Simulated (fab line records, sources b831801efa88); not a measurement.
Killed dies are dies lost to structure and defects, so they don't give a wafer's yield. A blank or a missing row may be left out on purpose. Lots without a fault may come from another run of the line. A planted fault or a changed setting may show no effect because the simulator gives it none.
Chamber matching | flow sky130 | SKY_PASSIVATION_ETCH_11 on rie_diel-03: 4 sister chambers
The step etches the open film in CF4/O2, stops on AlCu, target depth 725 nm, time 161.1 s. 16 wafers are shown with their chamber, then 8 later ones without.

WAFERS WITH THEIR CHAMBER
wafer  | chamber | drypump_motor_current_A (A) | throttle_valve_pct (%) | oes_product_au (a.u.)
L074.1 | 3       | 5.2                         | 5.973                  | 0.978
L074.2 | 0       | 5.3                         | 5.950                  | 0.973
L074.3 | 1       | 6.0                         | 5.967                  | 0.976
L075.2 | 2       | 5.9                         | 5.968                  | 0.979
L075.4 | 1       | 5.9                         | 5.980                  | 0.999
L075.5 | 0       | 5.3                         | 5.976                  | 0.989
L077.1 | 1       | 6.0                         | 5.952                  | 0.976
L077.3 | 2       | 5.9                         | 5.957                  | 0.973
L077.4 | 1       | 6.0                         | 5.972                  | 0.981
L080.3 | 2       | 5.9                         | 5.970                  | 0.961
L080.4 | 3       | 5.2                         | 5.967                  | 0.976
L080.5 | 2       | 5.9                         | 5.959                  | 0.987
L086.2 | 1       | 5.9                         | 5.956                  | 0.966
L086.4 | 2       | 5.8                         | 5.968                  | 0.978
L086.5 | 0       | 5.3                         | 5.967                  | 0.986
L090.2 | 3       | 5.2                         | 5.977                  | 0.973

SIGNATURES (means of the wafers above)
reading                 | chamber 0 | chamber 1 | chamber 2 | chamber 3 | scatter within a chamber
drypump_motor_current_A | 5.300     | 5.960     | 5.880     | 5.200     | 0.0408
throttle_valve_pct      | 5.96433   | 5.96540   | 5.96440   | 5.97233   | 0.00943
oes_product_au          | 0.98267   | 0.97960   | 0.97560   | 0.97567   | 0.00963
Rule: a wafer's distance from a chamber is the root of the sum, over the readings, of the square of ((its reading less the chamber's mean) divided by the reading's scatter). The wafer belongs to the nearest chamber; if the next one is less than 2 further off, it can't be placed. The scatter: the root of (the sum of the squares of (reading less its chamber's mean) over the shown wafers, divided by (wafers less chambers)).

WAFERS WITHOUT THEIR CHAMBER
wafer  | drypump_motor_current_A (A) | throttle_valve_pct (%) | oes_product_au (a.u.)
L090.5 | 5.9                         | 5.968                  | 0.980
L090.6 | 5.9                         | 5.953                  | 0.973
L094.3 | 5.9                         | 5.963                  | 0.968
L094.4 | 5.2                         | 5.981                  | 0.984
L094.5 | 5.2                         | 5.959                  | 0.979
L096.1 | 5.9                         | 5.966                  | 0.976
L096.2 | 5.2                         | 5.969                  | 0.973
L096.3 | 5.9                         | 5.962                  | 0.983

WHICH CHAMBER EACH WENT THROUGH
wafer  | from the rows above     | in truth
L090.5 | can't be placed: 2 or 1 | 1
L090.6 | can't be placed: 2 or 1 | 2
L094.3 | can't be placed: 2 or 1 | 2
L094.4 | can't be placed: 3 or 0 | 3
L094.5 | can't be placed: 3 or 0 | 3
L096.1 | can't be placed: 2 or 1 | 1
L096.2 | 3                       | 3
L096.3 | can't be placed: 2 or 1 | 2
Placed correctly: 1 of 8. Can't be placed from these rows: 7 (the true chamber is among the candidates in 7). Placed wrongly: 0.
